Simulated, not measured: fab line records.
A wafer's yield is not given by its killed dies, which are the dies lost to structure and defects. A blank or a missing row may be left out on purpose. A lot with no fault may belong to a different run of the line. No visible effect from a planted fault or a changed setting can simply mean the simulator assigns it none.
Struck lot and sound lot, side by side -- flow sky130 -- 32 out of 708 route steps
Sound: wafers L781.1, L781.5, L781.6. The struck wafers were L793.1, L793.2, L793.4. The cause comes at the end.
Per side, at each step with rows, come the tool, then ch with its chambers, and then its first start. Under that, the readings that differ: sound wafers -- struck wafers -- difference of the means -- sigmas: that difference in standard deviations of wafers without a fault.
alike: a reading whose means differ by less than 2 such deviations, as well as words and numbers matching on both sides. not compared: withheld readings; readings where some wafer has no value; bounds like >300 that might hide an equal value; numbers whose values overlap and for which the record gives no deviation.
A row with sigmas, a row that says differs or no value, or rows on one side alone: a step with any of these is where the two part. When numbers do not overlap yet have no deviation, they are printed without sigmas and do not part them. Lack of a reading on every wafer of one side parts them only where that side has two or more wafers.

SKY_PWDE_OVL_MEAS_07:
  sound on overlay-01 at day 4 15:13; struck on overlay-01 at day 7 22:24
  alike: PWDE_OVL
after that, 1 step had no rows for these wafers: SKY_PWDE_IMPLANT_08.
SKY_PWDE_STRIP_09: strips in O2/N2.
  sound on plasma asher-02 ch 0,1, day 4 15:24; struck on plasma asher-03 ch 0,1, day 7 22:35
  alike: drypump motor current A, oes product au, strip time to endpoint s
  not compared: rf hours counter h
SKY_PWDE_TW_MEAS_10:
  sound on film metro-03 at day 4 15:30; struck on film metro-03 at day 7 22:41
  alike: PWDE_TW
then, 7 steps without rows for these wafers: SKY_NWELL_DEHYDRATE_03 (time 60 s); SKY_NWELL_HMDS_04 (prime time 60 s); SKY_NWELL_COAT_05 (resist thk 3000 nm); SKY_NWELL_SOFTBAKE_06; SKY_NWELL_EXPOSE_07 (exposes mask NWM, target cd 840 nm); SKY_NWELL_PEB_08; SKY_NWELL_DEVELOP_09 (develop time 62.97 s).
SKY_NWELL_OVL_MEAS_10:
  sound on overlay-01 at day 5 09:01; struck on overlay-02 at day 8 18:51
  alike: NWELL_00_OVL
SKY_NWELL_IMPLANT_11:
  sound on implanter-03 ch 0, day 5 09:03; struck on implanter-03 ch 0, day 8 18:53
reading,sound,struck,difference,sigmas
dose ions cm2,1.9021e+13 1.8999e+13 1.8995e+13,1.1227e+13 1.1222e+13 1.1274e+13,-7.7640e+12,-99 or more
faraday current uA,109.6 105.4 109.5,63.4 63.1 63.4,-44.9,-21
  alike: beam energy keV
then, 2 steps without rows for these wafers: SKY_NWELL_IMPLANT_12; SKY_NWELL_IMPLANT_13.
SKY_NWELL_STRIP_14: strips in O2/N2.
  sound on plasma asher-01 ch 0,1, day 5 09:30; struck on plasma asher-03 ch 0,1, day 8 19:20
  alike: drypump motor current A, oes product au, strip time to endpoint s
  not compared: rf hours counter h
SKY_NWELL_TW_MEAS_15:
  sound on film metro-02 at day 5 09:36; struck on film metro-03 at day 8 19:26
reading,sound,struck,difference,sigmas
NWELL_TW,1830 1838 1835,1578 1574 1568,-261,-22
then, 7 steps without rows for these wafers: SKY_NWELL_DEHYDRATE_16 (time 60 s); SKY_NWELL_HMDS_17 (prime time 60 s); SKY_NWELL_COAT_18 (resist thk 3000 nm); SKY_NWELL_SOFTBAKE_19; SKY_NWELL_EXPOSE_20 (exposes mask NWM COMPLEMENT, target cd 840 nm); SKY_NWELL_PEB_21; SKY_NWELL_DEVELOP_22 (develop time 60 s).
SKY_NWELL_OVL_MEAS_23:
  sound on overlay-01 at day 6 03:07; struck on overlay-01 at day 9 15:30
  alike: NWELL_01_OVL
after that, 1 step had no rows for these wafers: SKY_NWELL_IMPLANT_24.
SKY_NWELL_STRIP_25: strips in O2/N2.
  sound on plasma asher-04 ch 0,1, day 6 03:18; struck on plasma asher-03 ch 0,1, day 9 15:41
reading,sound,struck,difference,sigmas
strip time to endpoint s (s),36.85 36.94 36.91,37.18 37.04 37.10,+0.21,+2
  alike: drypump motor current A, oes product au
  not compared: rf hours counter h
SKY_NWELL_TW_MEAS_26:
  sound on film metro-03 at day 6 03:24; struck on film metro-03 at day 9 15:47
  alike: NWELL_2_TW
then, 1 step without rows for these wafers: SKY_NWELL_CLEAN_27 (cleans in SC1/SC2, time 156.3 s).
SKY_NWELL_RTA_28: time 30 s.
  sound on rtp anneal-02 ch 0, day 6 03:31; struck on rtp anneal-02 ch 0, day 9 15:53
  alike: chamber o2 ppm, lamp power pct, wafer_temp_C_max
SKY_NWELL_RS_MEAS_29: uses a four-point probe to measure.
  sound on film metro-02 at day 6 03:37; struck on film metro-02 at day 9 15:59
reading,sound,struck,difference,sigmas
NWELL_RS (ohm/sq),625.2 622.8 624.6,820.9 822.5 820.4,+197.1,+99 or more
-- the record jumps here: 40 days lie between the struck wafers' starts before and after (it left off in module NWELL and takes up again in module PAD_OPEN, whose first step shown is number 708 of the route) --
SKY_PAD_OPEN_PROBE_99:
  sound on prober-02 at day 46 15:35; struck on prober-01 at day 49 20:58
reading,sound,struck,difference,sigmas
model.etest.nfet_16v.r on ohm um,1.421e+04 1.397e+04 1.401e+04,1.702e+04 1.698e+04,+2.937e+03,
model.etest.res nwell.line ohm um,1159 1138 1158,1557 1574,+414,
model.etest.res nwell.rs ohm sq,974.9 939.6 976.5,1265 1272,+305,
model.etest.tip_p_5v.rs ohm sq,2824 2852 2827,2752 2733,-92,
model.etest.res nwell.width nm (nm),845.1 835.8 841.6,815.8 821.1,-22.4,
model.etest.res iso pwell.width nm (nm),2642 2655 2635,2659 2658,+14,
  not compared: model.etest.pfet_16v.r on ohm um, model.etest.pfet g5v0d10v5.r on ohm um

## WHERE THEY PART
At SKY_NWELL_IMPLANT_11 first; at SKY_NWELL_RS_MEAS_29 last (within this record only).

WHY: the cause the simulator had injected
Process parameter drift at SKY_NWELL_IMPLANT_11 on implanter-03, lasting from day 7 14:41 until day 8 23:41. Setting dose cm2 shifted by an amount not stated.
